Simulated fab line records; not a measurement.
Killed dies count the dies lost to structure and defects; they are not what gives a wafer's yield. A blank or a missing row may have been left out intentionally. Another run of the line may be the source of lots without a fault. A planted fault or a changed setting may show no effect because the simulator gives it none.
One fault through the eyes of 2 desks -- flow gf180mcu -- every desk sees just its own numbers, and what lay behind them comes last

METROLOGY DESK
What the gauges read, lot by lot, whatever tool the lot ran on: means of the sampled wafers that have a number. The brackets show how far a lot's mean lies from the usual mean; more than 4 standard deviations puts the lot out of limits, marked OUT.
Columns: A = cd_nm at GF_HV_LDD_CD_MEAS_31, usual 402.3 nm; B = NSD_OVL at GF_NSD_OVL_MEAS_08, usual -0.1 nm; C = NSD_TW at GF_NSD_TW_MEAS_12, usual 4231
lot,first seen here,A,B,C
L950,day 12 22:39,397.5,-0.8,4138
L951,day 13 09:04,406.2,-1.2,4232
L955,day 14 17:32,400.8,0.2,4258
L956,day 14 22:13,399.0,2.3,4142
L957,day 15 04:07,404.2,-0.5,4173
L959,day 15 18:16,400.3,1.7,4166
L960,day 16 00:00,407.0,0.6,4289
L963,day 17 02:37,404.8,0.5,4275
L965,day 17 14:39,401.6,0.6,4264
L967,day 18 08:07,402.9,-1.4,4180
L968,day 18 20:49,400.7,0.1,4246
L969,day 18 23:23,404.8,-0.5,4263
L971,day 19 09:10,402.5,-1.7,4173
L972,day 20 00:07,401.5,-1.6,4264
This desk found nothing out of limits on any of the 14 lots.

TOOL OWNER'S DESK, rie_diel-04
The tool's own readings at GF_HV_LDD_ETCHBACK_58 (etches Si3N4 in CH3F/O2, stops on SiO2, time 100 s, target depth 90 nm): means of the sampled wafers that have a number, for each lot that ran on this tool. The brackets show how far a lot's mean lies from the usual mean; more than 4 standard deviations puts the lot out of limits, marked OUT.
Columns: A = drypump_motor_current_A at GF_HV_LDD_ETCHBACK_58, usual 5.7 A; B = oes_product_au at GF_HV_LDD_ETCHBACK_58, usual 0.840 a.u.; C = run_length_s at GF_HV_LDD_ETCHBACK_58, usual 128.2 s; D = throttle_valve_pct at GF_HV_LDD_ETCHBACK_58, usual 10.561 %
lot,first seen here,A,B,C,D
L960,day 17 03:59,5.7,0.835,128.3,10.567
L963,day 18 07:10,5.8,0.842,128.2,10.562
L965,day 18 19:04,6.0,0.897 (+9.8) OUT,118.0 (-25) OUT,10.566
L968,day 20 03:04,5.8,0.940 (+17) OUT,107.6 (-51) OUT,10.573
This desk finds L965, L968 out of limits, L965 being first, at day 18 19:04 (oes_product_au at GF_HV_LDD_ETCHBACK_58). L960, L963: within limits.

BROUGHT TOGETHER
At day 18 19:04, on L965, L968, the tool owner's desk was in a position to raise an alarm.
Nothing out of limits was seen by the metrology desk.
The metrology desk has L965, L968 on record, within its limits.
GF_HV_LDD_ETCHBACK_58 was run on rie_diel-04 by each of the lots named.

WHAT THE SIMULATOR PUT IN
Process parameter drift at GF_HV_LDD_ETCHBACK_58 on rie_diel-04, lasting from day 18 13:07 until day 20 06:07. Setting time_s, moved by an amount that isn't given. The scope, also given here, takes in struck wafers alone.
Lots struck among those shown: L965, L968.
Each desk's first reading out of limits, in hours after the fault started: the tool owner's desk, 6.
